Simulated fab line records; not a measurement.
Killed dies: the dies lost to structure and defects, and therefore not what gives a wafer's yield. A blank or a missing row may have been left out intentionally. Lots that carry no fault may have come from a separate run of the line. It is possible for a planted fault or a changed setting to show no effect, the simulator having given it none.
Matching of chambers || flow sky130 || cmp-01 running SKY_VIA4_CMP_21: 4 sister chambers
The step polishes, stops on SiO2, t overpolish 25 s, target thk 0 nm. 7 wafers are shown with their chamber, then 9 later ones without.

== EACH WAFER AND ITS CHAMBER ==
{"wafer": "L575.6", "chamber": 1, "motor-current-A (A)": 9.6, "time-to-endpoint-s (s)": 120}
{"wafer": "L574.5", "chamber": 1, "motor-current-A (A)": 9.8, "time-to-endpoint-s (s)": 124}
{"wafer": "L576.2", "chamber": 0, "motor-current-A (A)": 10.8, "time-to-endpoint-s (s)": 130}
{"wafer": "L576.5", "chamber": 0, "motor-current-A (A)": 11.4, "time-to-endpoint-s (s)": 126}
{"wafer": "L579.1", "chamber": 2, "motor-current-A (A)": 12.2, "time-to-endpoint-s (s)": 122}
{"wafer": "L579.2", "chamber": 3, "motor-current-A (A)": 11.7, "time-to-endpoint-s (s)": 121}
{"wafer": "L579.6", "chamber": 3, "motor-current-A (A)": 11.4, "time-to-endpoint-s (s)": 124}

== WAFERS WITH NO CHAMBER GIVEN ==
{"wafer": "L580.1", "motor-current-A (A)": 11.7, "time-to-endpoint-s (s)": 118}
{"wafer": "L580.2", "motor-current-A (A)": 9.9, "time-to-endpoint-s (s)": 130}
{"wafer": "L580.6", "motor-current-A (A)": 11.7, "time-to-endpoint-s (s)": 127}
{"wafer": "L581.1", "motor-current-A (A)": 9.9, "time-to-endpoint-s (s)": 124}
{"wafer": "L581.3", "motor-current-A (A)": 11.0, "time-to-endpoint-s (s)": 125}
{"wafer": "L581.6", "motor-current-A (A)": 11.7, "time-to-endpoint-s (s)": 125}
{"wafer": "L589.2", "motor-current-A (A)": 10.0, "time-to-endpoint-s (s)": 129}
{"wafer": "L589.4", "motor-current-A (A)": 11.0, "time-to-endpoint-s (s)": 134}
{"wafer": "L589.5", "motor-current-A (A)": 9.7, "time-to-endpoint-s (s)": 127}

== WHICH CHAMBER EACH ONE RAN IN ==
{"wafer": "L580.1", "from the rows above": "can't be placed: 3 or 2", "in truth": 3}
{"wafer": "L580.2", "from the rows above": "can't be placed: 1 or 0", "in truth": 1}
{"wafer": "L580.6", "from the rows above": "can't be placed: 3 or 0 or 2", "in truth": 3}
{"wafer": "L581.1", "from the rows above": 1, "in truth": 1}
{"wafer": "L581.3", "from the rows above": "can't be placed: 0 or 3", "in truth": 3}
{"wafer": "L581.6", "from the rows above": "can't be placed: 3 or 2 or 0", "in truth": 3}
{"wafer": "L589.2", "from the rows above": "can't be placed: 1 or 0", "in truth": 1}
{"wafer": "L589.4", "from the rows above": 0, "in truth": 0}
{"wafer": "L589.5", "from the rows above": 1, "in truth": 1}
Correctly placed: 3 of 9. Unplaceable from these rows: 6, with the true chamber sitting among the candidates in 6. Placed wrongly: 0.
How it was worked out, from the rows above alone: a wafer's distance from a chamber is the root of the sum, over the readings, of the square of ((its reading less the chamber's mean) divided by the reading's scatter). The wafer belongs to the nearest chamber; if the next one is less than 2 further off, it can't be placed. For every chamber, the mean is computed from those of its wafers that are shown. The scatter: take each reading less its chamber's mean, square it, sum over the shown wafers, divide by the number of wafers less the number of chambers, and take the root.
